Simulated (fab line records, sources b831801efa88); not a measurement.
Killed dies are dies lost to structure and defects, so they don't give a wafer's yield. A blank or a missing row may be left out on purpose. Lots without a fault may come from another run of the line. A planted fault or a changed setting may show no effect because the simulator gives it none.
fab line records | flow sfq_line
record lots=14 wafers=42 last_day=92
route steps=325 shown M2@89
lots that met no fault: from a run of the same line without faults
start_h: hours from the record's first day to the start of the lot's first wafer shown | wait_h: hours since the lot's step before | " the same as in the row above | L1.1+2: a row that stands for several wafers | - no value, or no start given | * or withheld: withheld | < > ~ a bound
route shown NAME@n: a module of which the file shows steps, and the number in the route of the first | usual: mean/standard deviation of fault-free wafers | same: alike in all rows | chamber/n: place in a boat | sites: the reading at each site | _std_site: their standard deviation | _edge_site: outer sites' mean less inner sites' | radius_mm: how far each site lies from the wafer's centre | mask NAME#n: copy n | behind: the tool/chamber that last shaped the wafer | hold: why the lot was held/for how many hours/how that ended | device: the transistor (n, p or np) that didn't switch | end of line: the same wafers' tests at the end of the route | a step without rows: its recipe alone | killed: dies lost to structure and defects at the first sort, not the wafer's yield | map: a wafer's dies, x killed, . not, _ none there
set.NAME: the setting as run; set.NAME@STEP: as run at that earlier step | model.NAME: the simulator's own value behind a step, which no gauge read
steps of the route over a sample of lots; a table a step, a row a wafer
services: from which hour (start_h, from the record's first day; less than 0 if before it) a tool's chamber was out of use, for how many hours, and why
## steps
# step SFQ_TRILAYER_M2_DEP_SPUTTER_055
# recipe material=Nb base_pressure_pa=1.33e-06 chamber_pressure_pa=0.1333 substrate_temp_c=20 resputter_cathode_voltage_v=400 target_thk_nm=200 power_w=2000 time_s=133.3
# usual throttle_valve_pct=29.9/1
# columns lot.wafer tool chamber start_h wait_h throttle_valve_pct
L178.1 pvd_sputter-03 - 598.23 0.0 29.6
L178.2 " - " " 28.2
L178.5 " - " " 29.4
L179.1 pvd_sputter-03 - 601.83 0.0 30.8
L179.3 " - " " 29.7
L179.4 " - " " 29.8
L180.1 pvd_sputter-04 - 606.63 0.0 30.0
L180.2 " - " " 27.0
L180.5 " - " " 30.7
L186.4 pvd_sputter-06 - 676.60 0.0 30.7
L186.5 " - " " 29.4
L186.6 " - " " 31.3
L187.2 pvd_sputter-06 - 687.40 0.0 30.8
L187.3 " - " " 30.2
L187.5 " - " " 30.6
L188.1 pvd_sputter-03 - 695.80 0.0 28.1
L188.3 " - " " 30.4
L188.4 " - " " 29.4
L191.2 pvd_sputter-03 - 727.67 0.0 30.4
L191.3 " - " " 29.5
L191.5 " - " " 30.7
L194.1 pvd_sputter-03 - 749.27 0.0 29.6
L194.2 " - " " 30.7
L194.5 " - " " 28.2
L195.3 pvd_sputter-03 - 794.87 0.0 30.9
L195.4 " - " " 29.8
L195.5 " - " " 29.4
L196.1 pvd_sputter-06 - 866.05 0.0 30.2
L196.2 " - " " 29.4
L196.6 " - " " 29.4
L197.3 pvd_sputter-06 - 931.54 0.0 30.3
L197.4 " - " " 30.5
L197.6 " - " " 30.8
L198.3 pvd_sputter-04 - 936.94 0.0 30.1
L198.5 " - " " 30.3
L198.6 " - " " 29.9
L199.1 pvd_sputter-04 - 946.54 0.0 27.3
L199.2 " - " " 30.3
L199.6 " - " " 27.4
L200.1 pvd_sputter-06 - 963.34 0.0 30.2
L200.2 " - " " 30.9
L200.6 " - " " 30.8
# step SFQ_M2_RS_MEAS_914
# recipe thk_meas_gauge=four-point-probe reads=Nb_of_TRILAYER_M2_DEP_SPUTTER_055
# usual M2_NB_RS=0.893/0.0095
# columns lot.wafer tool chamber start_h wait_h M2_NB_RS[ohm/sq]
L178.1 film_metro-01 - 598.32 0.0 0.887
L178.2 " - " " 0.898
L178.5 " - " " 0.880
L179.1 film_metro-03 - 601.92 0.0 0.907
L179.3 " - " " 0.901
L179.4 " - " " 0.886
L180.1 film_metro-03 - 606.72 0.0 0.890
L180.2 " - " " 0.891
L180.5 " - " " 0.900
L186.4 film_metro-03 - 676.75 0.1 0.810
L186.5 " - " " 0.797
L186.6 " - " " 0.801
L187.2 film_metro-03 - 687.51 0.1 0.898
L187.3 " - " " 0.908
L187.5 " - " " 0.821
L188.1 film_metro-04 - 695.89 0.0 0.893
L188.3 " - " " 0.903
L188.4 " - " " 0.883
L191.2 film_metro-03 - 727.78 0.1 0.911
L191.3 " - " " 0.897
L191.5 " - " " 0.907
L194.1 film_metro-03 - 749.36 0.0 0.895
L194.2 " - " " 0.905
L194.5 " - " " 0.907
L195.3 film_metro-01 - 795.00 0.1 0.899
L195.4 " - " " 0.878
L195.5 " - " " 0.886
L196.1 film_metro-03 - 866.14 0.0 0.902
L196.2 " - " " 0.880
L196.6 " - " " 0.874
L197.3 film_metro-04 - 931.67 0.1 0.903
L197.4 " - " " 0.908
L197.6 " - " " 0.903
L198.3 film_metro-03 - 937.07 0.1 0.895
L198.5 " - " " 0.902
L198.6 " - " " 0.889
L199.1 film_metro-01 - 946.63 0.0 0.874
L199.2 " - " " 0.894
L199.6 " - " " 0.873
L200.1 film_metro-03 - 963.43 0.0 0.898
L200.2 " - " " 0.905
L200.6 " - " " 0.905
# step SFQ_TRILAYER_M2_ETCH_METAL_ETCH_060
# recipe target=Nb stop_on=SiO2 mask_material=PR chemistry=Cl2/Ar target_depth_nm=240 icp_w=600 bias_w=80 pressure_mtorr=10 time_s=120
# usual drypump_motor_current_A=5.7/0.41 oes_product_au=0.894/0.0071
# columns lot.wafer tool chamber start_h wait_h drypump_motor_current_A oes_product_au rf_hours_counter_h
L178.1 rie_metal-03 1 754.37 0.0 5.2 0.890 102
L178.2 " 0 " " 5.9 0.890 123
L178.5 " 0 " " 6.0 0.900 -
L179.1 rie_metal-03 1 757.97 0.0 5.2 0.879 103
L179.3 " 0 " " 6.0 0.884 -
L179.4 " 1 " " 5.1 0.896 -
L180.1 rie_metal-01 0 760.37 0.0 5.3 0.896 63
L180.2 " 1 " " 6.0 0.897 70
L180.5 " 1 " " 6.0 0.888 -
L186.4 rie_metal-03 1 838.79 0.1 5.2 0.944 -
L186.5 " 1 " " 5.2 0.958 -
L186.6 " 0 " " 5.9 0.949 -
L187.2 rie_metal-03 1 849.55 0.0 5.2 0.897 116
L187.3 " 0 " " 5.9 0.883 -
L187.5 " 0 " " 5.9 0.937 -
L188.1 rie_metal-01 0 855.55 0.0 5.3 0.887 77
L188.3 " 0 " " 5.3 0.879 -
L188.4 " 1 " " 6.0 0.902 -
L191.2 rie_metal-02 1 891.25 0.0 6.3 0.880 44
L191.3 " 0 " " 5.5 0.888 -
L191.5 " 0 " " 5.6 0.884 -
L194.1 rie_metal-03 0 910.85 0.0 5.9 0.892 147
L194.2 " 1 " " 5.2 0.883 127
L194.5 " 0 " " 5.9 0.885 -
L195.3 rie_metal-01 1 943.29 0.1 6.0 0.887 -
L195.4 " 0 " " 5.3 0.904 -
L195.5 " 1 " " 6.0 0.899 -
L196.1 rie_metal-01 0 1004.82 0.0 5.3 0.891 94
L196.2 " 1 " " 6.0 0.899 101
L196.6 " 1 " " 6.0 0.904 -
L197.3 rie_metal-03 0 1072.19 0.1 5.9 0.892 -
L197.4 " 1 " " 5.1 0.880 -
L197.6 " 1 " " 5.2 0.884 -
L198.3 rie_metal-01 0 1079.39 0.1 5.3 0.885 -
L198.5 " 0 " " 5.3 0.892 -
L198.6 " 1 " " 6.0 0.897 -
L199.1 rie_metal-02 1 1088.95 0.0 6.3 0.902 66
L199.2 " 0 " " 5.5 0.897 42
L199.6 " 0 " " 5.5 0.910 -
L200.1 rie_metal-01 0 1109.35 0.0 5.3 0.890 108
L200.2 " 1 " " 6.0 0.883 112
L200.6 " 0 " " 5.3 0.887 -
## services
# columns tool chamber start_h hours kind
pvd_sputter-04 - 611.38 4.8 repair
rie_metal-02 - 635.69 0.6 repair
pvd_sputter-03 - 645.32 2.3 repair
rie_metal-03 1 719.63 14.9 repair
rie_metal-03 0 765.70 5.8 repair
rie_metal-02 - 783.36 0.5 repair
pvd_sputter-04 - 788.21 0.6 repair
pvd_sputter-03 - 830.92 2.0 repair
rie_metal-01 - 883.20 14.6 pm
pvd_sputter-06 - 893.91 2.6 repair
rie_metal-03 0 924.03 11.3 repair
rie_metal-03 0 936.36 - clean
rie_metal-03 0 936.36 39.5 scheduled_down
rie_metal-03 0 936.36 39.5 vent_cycle
pvd_sputter-03 3 937.21 - consumable_replace:kit
pvd_sputter-04 - 957.28 2.1 repair
rie_metal-02 0 978.11 22.8 repair
rie_metal-02 - 1036.35 2.0 repair
rie_metal-01 - 1036.86 0.3 repair
rie_metal-01 - 1037.41 2.8 pm
pvd_sputter-04 - 1052.41 1.0 repair
rie_metal-01 1 1085.12 9.8 repair
rie_metal-03 - 1093.07 14.6 pm
pvd_sputter-06 - 1104.66 8.3 repair
## key
first_sign step=SFQ_M2_RS_MEAS_914 reading=M2_NB_RS direction=down sigmas=9 usual=0.893 struck=0.807
effect step=SFQ_TRILAYER_M2_ETCH_METAL_ETCH_060 reading=oes_product_au direction=up sigmas=7.5 usual=0.894 struck=0.947
met_at SFQ_TRILAYER_M2_DEP_SPUTTER_055
struck_lots L186,L187
struck_wafers L186.4,L186.5,L186.6,L187.5
fault kind=process_parameter_drift tool=pvd_sputter-06 chamber=- onset_h=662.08 steps=SFQ_TRILAYER_M2_DEP_SPUTTER_055 channel=target_thk_nm offset=18.767 shape=step end_h=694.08 scope=struck_wafers_only acts_in=these_recipes_only stated=200
